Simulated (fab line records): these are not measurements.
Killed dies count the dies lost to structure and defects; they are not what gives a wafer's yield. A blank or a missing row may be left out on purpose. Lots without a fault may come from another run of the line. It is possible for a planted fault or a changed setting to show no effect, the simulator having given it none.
A lot that was struck, set against a sound lot || flow sfq-line || 14 steps out of a route of 325
Sound: wafers L679.1, L679.2, L679.3. The struck wafers were L692.2, L692.3, L692.6. The cause is named last.
Order at every step that has rows: each side's tool, ch and its chambers, its first start. Under that, the readings that differ: sound wafers || struck wafers || difference of the means || sigmas: that difference in standard deviations of wafers without a fault.
alike: same words and numbers on both sides, and readings whose means sit less than 2 such deviations apart. not compared: any withheld reading, any reading some wafer has no value for, any bound like >300 that may hide the same value, and any number with overlapping values for which the record gives no deviation.
Wherever a step has rows on one side only, a row that says differs or no value, or a row with sigmas, the two part there. Numbers that don't overlap but have no deviation are shown without sigmas and don't part them. Lack of a reading on every wafer of one side parts them only where that side has two or more wafers.

first, 6 steps without rows for these wafers: SFQ_TRILAYER_M2_LITHO_COAT_062 (resist thk 62 nm); SFQ_TRILAYER_M2_LITHO_COAT_057 (resist thk 600 nm); SFQ_TRILAYER_M2_LITHO_SOFTBAKE_061; SFQ_TRILAYER_M2_LITHO_EXPOSE_058 (exposes mask M2, target cd 500 nm); SFQ_TRILAYER_M2_LITHO_PEB_060 (peb time 60 s); SFQ_TRILAYER_M2_LITHO_DEVELOP_059 (time 60 s).
SFQ_M2_OVL_MEAS_916:
  struck on overlay-01, day 30 13:17; sound on overlay-01, day 24 08:38
  alike: M2_OVL
SFQ_TRILAYER_M2_BARC_OPEN_METAL_ETCH_077: etches BARC in O2, target depth 125 nm, time 41.7 s.
  sound on rie-metal-04 ch 0,1, day 24 08:41; struck on rie-metal-02 ch 0,1, day 30 13:19
  alike: chamber-pressure-mTorr, drypump-motor-current-A, oes-product-au
  not compared: rf-hours-counter-h
SFQ_TRILAYER_M2_ETCH_METAL_ETCH_060: etches Nb in Cl2/Ar, stops on SiO2, target depth 240 nm, time 120 s.
  sound on rie-metal-04 ch 0,1, day 24 08:44; struck on rie-metal-02 ch 0,1, day 30 13:23
  alike: chamber-pressure-mTorr, drypump-motor-current-A, oes-product-au
  not compared: rf-hours-counter-h
SFQ_TRILAYER_M2_STRIP_STRIP_061: strips in O2.
  sound on rie-metal-04 ch 0,1, day 24 08:52; struck on rie-metal-02 ch 0,1, day 30 13:31
  alike: chamber-pressure-mTorr, drypump-motor-current-A, oes-product-au
  not compared: rf-hours-counter-h
then, 1 step without rows for these wafers: SFQ_TRILAYER_M2_STRIP_SOLV_CLEAN_062 (cleans in NMP, time 600 s).
SFQ_TRILAYER_I2_DEP_PECVD_063: deposits SiO2 from SiH4/N2O, time 111.11 s, target thk 500 nm.
  sound on pecvd-02 ch 0,1,2, day 24 09:38; struck on pecvd-02 ch 1,2, day 30 14:28
{"reading": "run-length-s (s)", "sound": "139.6 138.9 138.7", "struck": "152.0 152.3 151.7", "difference": "+12.9", "sigmas": "+21"}
{"reading": "model.SiO2_of_TRILAYER_I2_DEP_PECVD_063.thk-nm (nm)", "sound": "497.6 486.8 496.8", "struck": "553.1 551.7 560.8", "difference": "+61.5", "sigmas": ""}
  alike: heater-power-w, showerhead-vpp-V, susceptor-temp-C, throttle-valve-pct
SFQ_TRILAYER_I2_CMP_CMP_064: polishes SiO2.
  sound on cmp-01 ch 0,1,3, day 24 23:50; struck on cmp-01 ch 1,2, day 30 16:02
{"reading": "time-to-endpoint-s (s)", "sound": "210 200 207", "struck": "244 248 242", "difference": "+39", "sigmas": "+5"}
  alike: edge-zone-pressure-frac, head-pressure-psi, motor-current-A
SFQ_I2_BOW_MEAS_917:
  struck on film-metro-04, day 30 19:04; sound on film-metro-03, day 25 02:50
  alike: I2_BOW

## WHERE THEY PART
First at SFQ_TRILAYER_I2_DEP_PECVD_063; last, within this record, at SFQ_TRILAYER_I2_CMP_CMP_064. Later steps at which nothing parts them and some readings are alike: SFQ_I2_BOW_MEAS_917.

WHY: whatever the simulator had introduced
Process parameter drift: pecvd-02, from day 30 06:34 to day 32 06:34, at SFQ_TRILAYER_I2_DEP_PECVD_063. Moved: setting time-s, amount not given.
